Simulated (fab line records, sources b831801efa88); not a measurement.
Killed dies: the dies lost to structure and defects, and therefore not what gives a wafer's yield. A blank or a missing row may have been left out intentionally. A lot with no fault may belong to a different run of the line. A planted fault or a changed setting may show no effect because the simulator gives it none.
Commonality check across tools    flow sky130    12 lots and 36 wafers in the sample

WHAT PROMPTED THE OPENING
SKY_VT_ADJUST_HVTR_TW_MEAS_11, reading VT_ADJUST_HVTR_TW: flagged on 2 of 12 lots. Wafers without a fault read 209.4, standard deviation 2.6.
Rule: a lot gets a flag if all its wafers with a number sit over 4 standard deviations from that mean, or if no wafer of it has a number. The rest of the lots are taken to be sound.

lot   measured      on            VT_ADJUST_HVTR_TW, wafer by wafer  flag
L639  day 9 21:44   filmMetro-01  209.1 208.6 209.1                  
L641  day 10 19:29  filmMetro-01  205.9 207.2 207.3                  
L643  day 11 10:38  filmMetro-02  213.9 213.5 213.1                  
L644  day 11 14:14  filmMetro-01  207.9 207.4 206.5                  
L646  day 11 20:33  filmMetro-01  206.2 207.1 207.5                  
L645  day 11 22:52  filmMetro-01  207.3 206.6 206.3                  
L647  day 12 03:35  filmMetro-04  209.1 209.6 209.8                  
L656  day 15 03:44  filmMetro-01  197.3 196.7 197.1                  FLAGGED
L657  day 15 08:10  filmMetro-01  196.6 197.4 197.9                  FLAGGED
L658  day 15 15:30  filmMetro-02  212.6 214.5 212.7                  
L660  day 16 08:37  filmMetro-01  209.2 208.1 209.1                  
L661  day 16 12:51  filmMetro-04  208.4 208.0 209.1                  
Average over the flagged lots: 197.2; offset from the usual -12.2, equal to -5 standard deviations.

LOT BY LOT: THE TOOL USED
The record keeps 1 process step preceding the reading, out of 708 steps on the route. Each cell gives the tool, then ch followed by the chambers the sampled wafers passed through, then the start.
lot   flag     SKY_VT_ADJUST_HVTR_IMPLANT_09
L639           implanter-03 ch 0, day 9 21:29
L641           implanter-01 ch 0, day 10 19:16
L643           implanter-02 ch 0, day 11 10:25
L644           implanter-01 ch 0, day 11 13:59
L646           implanter-01 ch 0, day 11 20:19
L645           implanter-03 ch 0, day 11 22:38
L647           implanter-01 ch 0, day 12 03:23
L656  FLAGGED  implanter-01 ch 0, day 15 03:20
L657  FLAGGED  implanter-01 ch 0, day 15 07:50
L658           implanter-03 ch 0, day 15 15:15
L660           implanter-03 ch 0, day 16 08:23
L661           implanter-02 ch 0, day 16 12:36
What these steps do:
- SKY_VT_ADJUST_HVTR_IMPLANT_09
- SKY_VT_ADJUST_HVTR_TW_MEAS_11

FLAGGED OVER TOTAL, TOOL BY TOOL (the gauges that took the reading come last)
step                           tool          lots run  flagged  share of the flagged lots  sound lots run after its first flagged lot
SKY_VT_ADJUST_HVTR_IMPLANT_09  implanter-01  6         2        all                        0
SKY_VT_ADJUST_HVTR_IMPLANT_09  implanter-02  2         0        none                       -
SKY_VT_ADJUST_HVTR_IMPLANT_09  implanter-03  4         0        none                       -
SKY_VT_ADJUST_HVTR_TW_MEAS_11  filmMetro-01  8         2        all                        1 (L660)
SKY_VT_ADJUST_HVTR_TW_MEAS_11  filmMetro-02  2         0        none                       -
SKY_VT_ADJUST_HVTR_TW_MEAS_11  filmMetro-04  2         0        none                       -

WHAT THE TABLE ALLOWS
In 2 table rows, all flagged lots were run: implanter-01 (SKY_VT_ADJUST_HVTR_IMPLANT_09), filmMetro-01 (SKY_VT_ADJUST_HVTR_TW_MEAS_11).
- implanter-01 at SKY_VT_ADJUST_HVTR_IMPLANT_09 ran 6 lots, 2 of them flagged. A fault beginning between L647 (day 12 03:23), its last sound lot, and L656 (day 15 03:20), its first flagged one, fits the data. Its own readings (beamOnS, faradayCurrentUA) fall more than 4 standard deviations out on all wafers of the flagged lots.
- filmMetro-01 at SKY_VT_ADJUST_HVTR_TW_MEAS_11 ran 8 lots, 2 of them flagged. After the first flagged lot (L660), sound lots still ran on it; a lasting fault on the whole tool would not permit that.
implanter-01 at SKY_VT_ADJUST_HVTR_IMPLANT_09 is the single tool remaining.

WHAT HAD BEEN PUT IN BY THE SIMULATOR
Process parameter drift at SKY_VT_ADJUST_HVTR_IMPLANT_09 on implanter-01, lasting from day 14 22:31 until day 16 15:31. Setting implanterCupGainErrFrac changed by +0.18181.
Struck lots among those shown: L656, L657. The rule above reached the same finding.
